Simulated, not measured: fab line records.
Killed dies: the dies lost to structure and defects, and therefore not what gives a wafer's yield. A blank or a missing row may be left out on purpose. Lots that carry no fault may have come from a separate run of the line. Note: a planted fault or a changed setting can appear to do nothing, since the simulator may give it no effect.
Split-lot study ; flow sfqLine ; 23 wafers read from 5 lots, route of 325 steps

## THE SPLIT ITSELF
At SFQ_TRILAYER_M0_DEP_SPUTTER_019 (material Nb, target thk 200 nm, time 133.3 s), the setting timeS was moved away from the recipe's 133.3 s on 7 of the 23 wafers read, by -12.7% to +5.8%. The other wafers ran this setting at the recipe's value.

## FROM THE SPLIT TO THE READING: what the file shows between them, 2 steps
- SFQ_M0_RS_MEAS_904: measures by four-point-probe
- SFQ_TRILAYER_M0_LITHO_COAT_026: resist thk 62 nm (also split here: spinRpm)

## THE READING
oesProductAu, in a.u., at SFQ_TRILAYER_M0_ETCH_METAL_ETCH_024 (etches Nb in Cl2/Ar, stops on SiO2, target depth 240 nm, time 120 s). Typical for fault-free wafers on this fab line: 0.895 a.u., with standard deviation 0.0083 a.u.

wafer;tool, chamber at the split;timeS as run, s;against the recipe;oesProductAu, a.u.;against lot-mates on the recipe
L074.1;pvdSputter-06, -;141;+5.8%;0.936;+0.037
L074.3;pvdSputter-06, -;133.3;recipe;0.903;-
L074.4;pvdSputter-06, -;133.3;recipe;0.889;-
L074.5;pvdSputter-06, -;141;+5.8%;0.916;+0.017
L074.6;pvdSputter-06, -;133.3;recipe;0.904;-
L076.1;pvdSputter-06, -;116.4;-12.7%;0.820;-0.073
L076.3;pvdSputter-06, -;116.4;-12.7%;0.830;-0.063
L076.4;pvdSputter-06, -;133.3;recipe;0.896;-
L076.5;pvdSputter-06, -;133.3;recipe;0.902;-
L076.6;pvdSputter-06, -;133.3;recipe;0.880;-
L077.2;pvdSputter-03, -;133.3;recipe;0.893;-
L077.3;pvdSputter-03, -;133.3;recipe;0.897;-
L077.4;pvdSputter-03, -;133.3;recipe;0.910;-
L077.5;pvdSputter-03, -;133.3;recipe;0.900;-
L077.6;pvdSputter-03, -;133.3;recipe;0.891;-
L083.1;pvdSputter-04, -;121.4;-8.9%;0.867;-0.012
L083.2;pvdSputter-04, -;133.3;recipe;0.880;-
L083.3;pvdSputter-04, -;121.4;-8.9%;0.845;-0.034
L083.4;pvdSputter-04, -;133.3;recipe;0.879;-
L083.5;pvdSputter-04, -;121.4;-8.9%;0.852;-0.027
L085.2;pvdSputter-04, -;133.3;recipe;0.882;-
L085.4;pvdSputter-04, -;133.3;recipe;0.904;-
L085.5;pvdSputter-04, -;133.3;recipe;0.903;-

FIT RESULTS
A straight line over all 23 wafers: oesProductAu changes by +0.00513 a.u. for each +1% of timeS; r = +0.93; the points scatter about the line by 0.01 a.u.
The same after taking each lot's own level away (the mean of its wafers on the recipe; 23 wafers): +0.00436 a.u. for each +1%; r = +0.91; scatter 0.011 a.u.
That fit puts the effect of the largest move of timeS on the reading at 0.055 a.u.
Measured against the standard deviation above, the lots' own levels, which go from 0.8795 to 0.8987 a.u., span 2.3 times it.
Thus the slope moves with the lot-to-lot level: the two fits are different.
Check: for one of the wafers moved furthest among these (-12.7%), held out of the fit, the line's prediction against its lot-mates is -0.048 a.u. It came out at -0.0727 a.u. against them.

## FURTHER SPLITS ON THESE WAFERS
These wafers also went through other splits before the reading. Each is held against what the fit with the lots' levels taken away leaves over:
other split on the same wafers;wafers away from the commonest value;r with oesProductAu (lot level and that fit taken away)
SFQ_TRILAYER_L0_LITHO_PEB_008 pebTempC;7;+0.20
SFQ_TRILAYER_L0_VIA_LITHO_COAT_018 spinRpm;6;-0.29
SFQ_TRILAYER_L0_VIA_LITHO_EXPOSE_014 doseMj;6;+0.06
SFQ_TRILAYER_M0_LITHO_COAT_026 spinRpm;8;-0.04

## THE WHOLE CHAIN: every reading that the file lists as answering this split, in the file's order
step;what it does;reading;change (the file's fit);r (the file's)
SFQ_TRILAYER_M0_DEP_SPUTTER_019;material Nb, target thk 200 nm, time 133.3 s;Nb_of_TRILAYER_M0_DEP_SPUTTER_019.thkNm (the simulator's own value, which no gauge read);+1.86 nm for each +1% of the setting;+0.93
SFQ_M0_RS_MEAS_904;measures by four-point-probe;M0_NB_RS;-0.00926 for each +1% of the setting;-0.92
SFQ_TRILAYER_M0_ETCH_METAL_ETCH_024;etches Nb in Cl2/Ar, stops on SiO2, target depth 240 nm, time 120 s;oesProductAu;+0.0045 a.u. for each +1% of the setting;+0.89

## FILE'S OWN FIT
oesProductAu changes by +0.0045 a.u. for each +1% of timeS, r = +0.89.
